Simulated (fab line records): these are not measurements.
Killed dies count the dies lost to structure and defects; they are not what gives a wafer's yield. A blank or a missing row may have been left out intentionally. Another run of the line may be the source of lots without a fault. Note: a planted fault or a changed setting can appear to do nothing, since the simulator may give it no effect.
A lot that was struck, set against a sound lot | flow sky130 | 18 out of 708 route steps
Sound: the wafers L716.2, L716.4, L716.6. Wafers L722.2, L722.4, L722.5 were the ones struck. The cause is named last.
Order at every step that has rows: each side's tool, ch and its chambers, its first start. Under that, the readings that differ: sound wafers | struck wafers | difference of the means | sigmas: that difference in standard deviations of wafers without a fault.
alike: words and numbers the same on both sides, and readings whose means are apart by under 2 such deviations; not compared: readings that were withheld, readings missing a value for some wafer, numbers with overlapping values and no deviation given by the record, and bounds like >300 which may hide the same value.
The two part at a step that has a row with sigmas, a row that says differs or no value, or rows on one side only. Numbers that don't overlap but have no deviation are shown without sigmas and don't part them. A reading missing from all wafers of one side parts the sides only when that side holds two or more wafers.

first, 4 steps without rows for these wafers: SKY_LDD_HVP_SOFTBAKE_03 (time 60 s); SKY_LDD_HVP_EXPOSE_04 (exposes mask HVPTM, target cd 700 nm); SKY_LDD_HVP_PEB_05; SKY_LDD_HVP_DEVELOP_06 (develop time 60 s).
SKY_LDD_HVP_OVL_MEAS_07:
  struck on overlay-01, day 24 11:29; sound on overlay-02, day 22 07:25
  alike: LDD_HVP_OVL
following that, these wafers have no rows for 1 step: SKY_LDD_HVP_IMPLANT_08.
SKY_LDD_HVP_STRIP_09: strips in O2/N2.
  sound on plasma-asher-03 ch 0,1, day 22 07:36; struck on plasma-asher-01 ch 0,1, day 24 11:40
  reading                      | sound             | struck            | difference | sigmas
  strip-time-to-endpoint-s (s) | 4.126 4.098 4.123 | 4.147 4.129 4.161 | +0.030     | +2
  alike: chamber-pressure-mTorr, drypump-motor-current-A, oes-product-au
  not compared: rf-hours-counter-h
SKY_LDD_HVP_TW_MEAS_10:
  struck on film-metro-02, day 24 11:46; sound on film-metro-03, day 22 07:43
  alike: LDD_HVP_TW
then, 4 steps without rows for these wafers: SKY_LDD_LDN_DEHYDRATE_00 (time 60 s); SKY_LDD_LDN_HMDS_01 (prime time 60 s); SKY_LDD_LDN_COAT_02 (resist thk 1140 nm); SKY_LDD_LDN_SOFTBAKE_03 (time 60 s).
SKY_LDD_LDN_EXPOSE_04: exposes mask LDNTM, target cd 700 nm.
  sound on iline-stepper-02 ch 0, day 22 22:10; struck on iline-stepper-02 ch 0, day 25 02:11
  reading                         | sound                | struck            | difference | sigmas
  model.LDD_LDN.overlay-x-nm (nm) | -1.015 -1.015 -1.015 | 74.11 74.11 74.11 | +75.12     |
  alike: mask
then, 2 steps without rows for these wafers: SKY_LDD_LDN_PEB_05; SKY_LDD_LDN_DEVELOP_06 (develop time 60 s).
SKY_LDD_LDN_OVL_MEAS_07:
  struck on overlay-02, day 25 16:41; sound on overlay-02, day 23 13:14
  reading          | sound          | struck         | difference | sigmas
  LDD_LDN_OVL (nm) | -0.6 -0.4 -0.9 | 73.9 75.1 74.3 | +75.1      | +58
following that, these wafers have no rows for 1 step: SKY_LDD_LDN_IMPLANT_08.
-- record jumps: 22 days separate the struck wafers' starts on either side; left off in module LDD_LDN, taken up again in module PAD_OPEN, whose first shown step is the route's number 708 --
SKY_PAD_OPEN_PROBE_99:
  struck on prober-02, day 48 03:03; sound on prober-02, day 46 06:05
  alike: killed_at_M0_to_M3, killed_at_M4_up, killed-at-contacts, killed-at-front-end, killed-at-other, killed-dies, killed-open, killed-short

## WHERE THEY PART
First at SKY_LDD_HVP_STRIP_09; last, within this record, at SKY_LDD_LDN_OVL_MEAS_07. Later steps at which nothing parts them and some readings are alike: SKY_PAD_OPEN_PROBE_99.

WHY: whatever the simulator had introduced
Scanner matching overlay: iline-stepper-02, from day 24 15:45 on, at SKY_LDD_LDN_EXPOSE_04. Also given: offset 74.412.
